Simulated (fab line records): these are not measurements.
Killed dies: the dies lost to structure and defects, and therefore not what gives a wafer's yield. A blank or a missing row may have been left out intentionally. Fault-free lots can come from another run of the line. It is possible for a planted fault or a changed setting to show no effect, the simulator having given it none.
Which of the tools did it? || flow gf180mcu || 42 wafers from 14 lots sampled at 4 of the route's 602 steps

== WHAT EACH GAUGE READ, for each wafer ==
GF_POLY_GATE_OVL_MEAS_11. Usual: POLY_GATE_OVL gives 1 nm (standard deviation 5.9).
{"lot": "L977", "measured": "day 9 04:53", "on": "overlay-01", "POLY_GATE_OVL (nm)": "-4 0 1", "flag": ""}
{"lot": "L978", "measured": "day 9 10:06", "on": "overlay-02", "POLY_GATE_OVL (nm)": "2 8 7", "flag": ""}
{"lot": "L979", "measured": "day 9 20:41", "on": "overlay-01", "POLY_GATE_OVL (nm)": "-1 4 6", "flag": ""}
{"lot": "L981", "measured": "day 10 09:26", "on": "overlay-02", "POLY_GATE_OVL (nm)": "-8 -1 -11", "flag": ""}
{"lot": "L982", "measured": "day 10 17:03", "on": "overlay-02", "POLY_GATE_OVL (nm)": "2 -7 -9", "flag": ""}
{"lot": "L984", "measured": "day 11 08:11", "on": "overlay-01", "POLY_GATE_OVL (nm)": "-1 4 -4", "flag": ""}
{"lot": "L985", "measured": "day 11 13:58", "on": "overlay-01", "POLY_GATE_OVL (nm)": "-6 -5 -5", "flag": ""}
{"lot": "L986", "measured": "day 11 18:35", "on": "overlay-02", "POLY_GATE_OVL (nm)": "6 5 7", "flag": ""}
{"lot": "L987", "measured": "day 12 07:20", "on": "overlay-02", "POLY_GATE_OVL (nm)": "4 7 4", "flag": ""}
{"lot": "L988", "measured": "day 12 13:27", "on": "overlay-02", "POLY_GATE_OVL (nm)": "-1 1 1", "flag": ""}
{"lot": "L989", "measured": "day 12 18:47", "on": "overlay-01", "POLY_GATE_OVL (nm)": "-3 -10 0", "flag": ""}
{"lot": "L995", "measured": "day 14 13:11", "on": "overlay-01", "POLY_GATE_OVL (nm)": "1 9 2", "flag": ""}
{"lot": "L996", "measured": "day 14 20:21", "on": "overlay-01", "POLY_GATE_OVL (nm)": "10 13 5", "flag": ""}
{"lot": "L999", "measured": "day 15 17:04", "on": "overlay-02", "POLY_GATE_OVL (nm)": "3 7 3", "flag": ""}

GF_CONTACT_THK_MEAS_01. Usual: CONTACT_CVD_00_THK gives 300 nm (standard deviation 3.1).
{"lot": "L977", "measured": "day 15 02:51", "on": "film metro-04", "CONTACT_CVD_00_THK (nm)": "303 303 305", "flag": ""}
{"lot": "L978", "measured": "day 15 08:59", "on": "film metro-03", "CONTACT_CVD_00_THK (nm)": "297 299 300", "flag": ""}
{"lot": "L979", "measured": "day 15 23:32", "on": "film metro-03", "CONTACT_CVD_00_THK (nm)": "301 303 304", "flag": ""}
{"lot": "L981", "measured": "day 16 14:13", "on": "film metro-04", "CONTACT_CVD_00_THK (nm)": "298 299 294", "flag": ""}
{"lot": "L982", "measured": "day 17 00:35", "on": "film metro-03", "CONTACT_CVD_00_THK (nm)": "303 300 301", "flag": ""}
{"lot": "L984", "measured": "day 17 21:19", "on": "film metro-04", "CONTACT_CVD_00_THK (nm)": "303 298 304", "flag": ""}
{"lot": "L985", "measured": "day 18 00:02", "on": "film metro-01", "CONTACT_CVD_00_THK (nm)": "301 300 300", "flag": ""}
{"lot": "L986", "measured": "day 18 06:30", "on": "film metro-01", "CONTACT_CVD_00_THK (nm)": "303 303 301", "flag": ""}
{"lot": "L987", "measured": "day 18 22:40", "on": "film metro-01", "CONTACT_CVD_00_THK (nm)": "299 304 301", "flag": ""}
{"lot": "L988", "measured": "day 19 06:59", "on": "film metro-04", "CONTACT_CVD_00_THK (nm)": "302 300 303", "flag": ""}
{"lot": "L989", "measured": "day 19 13:33", "on": "film metro-03", "CONTACT_CVD_00_THK (nm)": "296 293 297", "flag": ""}
{"lot": "L995", "measured": "day 21 15:00", "on": "film metro-01", "CONTACT_CVD_00_THK (nm)": "302 302 303", "flag": ""}
{"lot": "L996", "measured": "day 21 22:22", "on": "film metro-03", "CONTACT_CVD_00_THK (nm)": "297 294 303", "flag": ""}
{"lot": "L999", "measured": "day 22 21:32", "on": "film metro-04", "CONTACT_CVD_00_THK (nm)": "307 300 303", "flag": ""}

== TOOL THAT RAN EACH LOT (tool first, then ch and the chambers of the sampled wafers, then the start) ==
{"lot": "L977", "GF_PSD_SOFTBAKE_03": "litho track-03 ch 0, day 13 18:06", "GF_PSD_RTA_13": "rtp anneal-01 ch 0, day 14 04:55"}
{"lot": "L978", "GF_PSD_SOFTBAKE_03": "litho track-03 ch 0, day 14 00:40", "GF_PSD_RTA_13": "rtp anneal-02 ch 0, day 14 11:14"}
{"lot": "L979", "GF_PSD_SOFTBAKE_03": "litho track-04 ch 0, day 14 13:33", "GF_PSD_RTA_13": "rtp anneal-01 ch 0, day 15 00:51"}
{"lot": "L981", "GF_PSD_SOFTBAKE_03": "litho track-04 ch 0, day 15 03:50", "GF_PSD_RTA_13": "rtp anneal-02 ch 0, day 15 14:54"}
{"lot": "L982", "GF_PSD_SOFTBAKE_03": "litho track-01 ch 0, day 15 12:45", "GF_PSD_RTA_13": "rtp anneal-02 ch 0, day 16 00:25"}
{"lot": "L984", "GF_PSD_SOFTBAKE_03": "litho track-01 ch 0, day 16 08:55", "GF_PSD_RTA_13": "rtp anneal-02 ch 0, day 16 20:59"}
{"lot": "L985", "GF_PSD_SOFTBAKE_03": "litho track-04 ch 0, day 16 11:37", "GF_PSD_RTA_13": "rtp anneal-01 ch 0, day 16 23:25"}
{"lot": "L986", "GF_PSD_SOFTBAKE_03": "litho track-04 ch 0, day 16 17:24", "GF_PSD_RTA_13": "rtp anneal-02 ch 0, day 17 05:46"}
{"lot": "L987", "GF_PSD_SOFTBAKE_03": "litho track-01 ch 0, day 17 09:45", "GF_PSD_RTA_13": "rtp anneal-02 ch 0, day 17 22:10"}
{"lot": "L988", "GF_PSD_SOFTBAKE_03": "litho track-01 ch 0, day 17 16:36", "GF_PSD_RTA_13": "rtp anneal-02 ch 0, day 18 05:25"}
{"lot": "L989", "GF_PSD_SOFTBAKE_03": "litho track-01 ch 0, day 17 23:51", "GF_PSD_RTA_13": "rtp anneal-02 ch 0, day 18 11:58"}
{"lot": "L995", "GF_PSD_SOFTBAKE_03": "litho track-04 ch 0, day 20 01:18", "GF_PSD_RTA_13": "rtp anneal-02 ch 0, day 20 13:52"}
{"lot": "L996", "GF_PSD_SOFTBAKE_03": "litho track-04 ch 0, day 20 09:01", "GF_PSD_RTA_13": "rtp anneal-02 ch 0, day 20 21:07"}
{"lot": "L999", "GF_PSD_SOFTBAKE_03": "litho track-01 ch 0, day 21 09:25", "GF_PSD_RTA_13": "rtp anneal-02 ch 0, day 21 21:35"}
- GF_PSD_SOFTBAKE_03: time 60 s.
- GF_PSD_RTA_13: time 20 s.

== WHAT THE TOOLS THEMSELVES READ (means of the sampled wafers that have a number; where no wafer has one, the mark that the record gives instead) ==
GF_PSD_SOFTBAKE_03. Usual: chill plate temp C 23.01 C, standard deviation 0.11; heater power total W 56.60 W, standard deviation 0.044; run length s 88.96 s, standard deviation 0.16.
{"lot": "L977", "tool": "litho track-03", "chill plate temp C (C)": 23.03, "heater power total W (W)": 56.58, "run length s (s)": 89.02, "flag": ""}
{"lot": "L978", "tool": "litho track-03", "chill plate temp C (C)": 23.04, "heater power total W (W)": 56.56, "run length s (s)": 89.06, "flag": ""}
{"lot": "L979", "tool": "litho track-04", "chill plate temp C (C)": 22.89, "heater power total W (W)": 56.61, "run length s (s)": 88.78, "flag": ""}
{"lot": "L981", "tool": "litho track-04", "chill plate temp C (C)": 23.09, "heater power total W (W)": 56.62, "run length s (s)": 88.86, "flag": ""}
{"lot": "L982", "tool": "litho track-01", "chill plate temp C (C)": 22.89, "heater power total W (W)": 56.63, "run length s (s)": 89.15, "flag": ""}
{"lot": "L984", "tool": "litho track-01", "chill plate temp C (C)": 23.12, "heater power total W (W)": 56.58, "run length s (s)": 89.04, "flag": ""}
{"lot": "L985", "tool": "litho track-04", "chill plate temp C (C)": 23.11, "heater power total W (W)": 56.58, "run length s (s)": 88.85, "flag": ""}
{"lot": "L986", "tool": "litho track-04", "chill plate temp C (C)": 23.01, "heater power total W (W)": 56.56, "run length s (s)": 88.86, "flag": ""}
{"lot": "L987", "tool": "litho track-01", "chill plate temp C (C)": 22.91, "heater power total W (W)": 56.63, "run length s (s)": 89.19, "flag": ""}
{"lot": "L988", "tool": "litho track-01", "chill plate temp C (C)": 23.12, "heater power total W (W)": 56.59, "run length s (s)": 89.11, "flag": ""}
{"lot": "L989", "tool": "litho track-01", "chill plate temp C (C)": 22.98, "heater power total W (W)": 56.58, "run length s (s)": 88.99, "flag": ""}
{"lot": "L995", "tool": "litho track-04", "chill plate temp C (C)": 23.06, "heater power total W (W)": 60.02, "run length s (s)": 79.40, "flag": "OFF"}
{"lot": "L996", "tool": "litho track-04", "chill plate temp C (C)": 23.00, "heater power total W (W)": 60.06, "run length s (s)": 79.53, "flag": "OFF"}
{"lot": "L999", "tool": "litho track-01", "chill plate temp C (C)": 23.17, "heater power total W (W)": 56.60, "run length s (s)": 89.09, "flag": ""}

GF_PSD_RTA_13. Usual: lamp power pct 31.1 %, standard deviation 0.8; wafer_temp_C_max 1028.9, standard deviation 0.76.
{"lot": "L977", "tool": "rtp anneal-01", "lamp power pct (%)": 32.3, "wafer_temp_C_max": 1029.0, "flag": ""}
{"lot": "L978", "tool": "rtp anneal-02", "lamp power pct (%)": 30.5, "wafer_temp_C_max": 1028.3, "flag": ""}
{"lot": "L979", "tool": "rtp anneal-01", "lamp power pct (%)": 32.3, "wafer_temp_C_max": 1028.7, "flag": ""}
{"lot": "L981", "tool": "rtp anneal-02", "lamp power pct (%)": 30.6, "wafer_temp_C_max": 1028.6, "flag": ""}
{"lot": "L982", "tool": "rtp anneal-02", "lamp power pct (%)": 30.5, "wafer_temp_C_max": 1028.4, "flag": ""}
{"lot": "L984", "tool": "rtp anneal-02", "lamp power pct (%)": 30.6, "wafer_temp_C_max": 1029.5, "flag": ""}
{"lot": "L985", "tool": "rtp anneal-01", "lamp power pct (%)": 32.3, "wafer_temp_C_max": 1028.6, "flag": ""}
{"lot": "L986", "tool": "rtp anneal-02", "lamp power pct (%)": 30.6, "wafer_temp_C_max": 1030.2, "flag": ""}
{"lot": "L987", "tool": "rtp anneal-02", "lamp power pct (%)": 30.5, "wafer_temp_C_max": 1028.7, "flag": ""}
{"lot": "L988", "tool": "rtp anneal-02", "lamp power pct (%)": 30.6, "wafer_temp_C_max": 1028.9, "flag": ""}
{"lot": "L989", "tool": "rtp anneal-02", "lamp power pct (%)": 30.6, "wafer_temp_C_max": 1029.3, "flag": ""}
{"lot": "L995", "tool": "rtp anneal-02", "lamp power pct (%)": 30.6, "wafer_temp_C_max": 1028.5, "flag": ""}
{"lot": "L996", "tool": "rtp anneal-02", "lamp power pct (%)": 30.6, "wafer_temp_C_max": 1028.8, "flag": ""}
{"lot": "L999", "tool": "rtp anneal-02", "lamp power pct (%)": 30.6, "wafer_temp_C_max": 1028.4, "flag": ""}

== THE ANSWER, worked out from the rows above alone ==
Rule: a lot is off if the mean of its wafers that have a number lies more than 3 standard deviations from the usual mean. Also off: a lot with no number at a reading for which 4 or more lots have one. All remaining lots with rows at the step are treated as sound. The gauges are gone through in route order, then the tools' own readings, and for those a lot's mean is taken as printed above. At the first step where some lot is off, the reading lying furthest off is the one used; lots without a number count as furthest.
Off, at GF_PSD_SOFTBAKE_03 on heater power total W: L995, L996.
A tool fits if, at that step or a process step before it, it ran every lot that is off, and no sound lot after the first of them. One candidate fits, namely litho track-04 at GF_PSD_SOFTBAKE_03. A fault onset in the window from L986 (day 16 17:24, its last sound lot) to L995 (day 20 01:18, its first lot off) fits.
The tool's own readings at GF_PSD_SOFTBAKE_03 bear it out: on the lots that are off they differ by more than 5 times the standard deviation of the sound lots' means. heater power total W reads 60.04 W there against 56.59 W on the sound lots; run length s reads 79.47 s there against 89.00 s on the sound lots.

== WHAT THE SIMULATOR PUT IN ==
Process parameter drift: litho track-04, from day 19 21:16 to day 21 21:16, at GF_PSD_SOFTBAKE_03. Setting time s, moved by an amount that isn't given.
Struck lots among those shown: L995, L996. The rule above reached the same finding.
